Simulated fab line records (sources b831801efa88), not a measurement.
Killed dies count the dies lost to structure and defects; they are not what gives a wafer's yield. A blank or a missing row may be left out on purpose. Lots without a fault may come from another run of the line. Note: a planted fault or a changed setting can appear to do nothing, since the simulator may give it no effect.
Chamber matching ; flow gf180mcu ; 3 sister chambers for GF_V2_CVD_02 on pecvd-01
The step deposits SiO2 from TEOS, target thk 850 nm, time 94.851 s. 6 wafers are shown with their chamber, then 12 later ones without.

## WAFERS PAIRED WITH THEIR CHAMBERS
wafer;chamber;heater power w (W)
L086.2;0;736
L088.1;1;618
L088.6;2;610
L089.1;2;632
L089.2;1;558
L089.3;0;647

## WAFERS WITHOUT THEIR CHAMBER
wafer;heater power w (W)
L089.4;592
L089.5;701
L089.6;683
L093.3;672
L093.5;725
L093.6;615
L094.1;589
L094.2;657
L094.3;600
L094.4;713
L094.5;507
L094.6;642

## THE CHAMBER EACH PASSED THROUGH
wafer;from the rows above;in truth
L089.4;can't be placed: 1 or 2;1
L089.5;can't be placed: 0 or 2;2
L089.6;can't be placed: 0 or 2 or 1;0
L093.3;can't be placed: 0 or 2 or 1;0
L093.5;can't be placed: 0 or 2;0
L093.6;can't be placed: 2 or 1 or 0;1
L094.1;can't be placed: 1 or 2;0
L094.2;can't be placed: 0 or 2 or 1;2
L094.3;can't be placed: 1 or 2 or 0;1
L094.4;can't be placed: 0 or 2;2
L094.5;can't be placed: 1 or 2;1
L094.6;can't be placed: 2 or 0 or 1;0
Correctly placed: 0 of 12. Can't be placed from these rows: 12 (the true chamber is among the candidates in 11). Placed wrongly: 0.
How it was worked out, from the rows above alone: a wafer's distance from a chamber is the root of the sum, over the readings, of the square of ((its reading less the chamber's mean) divided by the reading's scatter). The wafer belongs to the nearest chamber; if the next one is less than 2 further off, it can't be placed. A chamber's mean is the mean of its shown wafers. How the scatter is found: for the shown wafers, subtract from each reading the mean of its chamber, square and add these, divide the total by (wafers less chambers), then take the root.
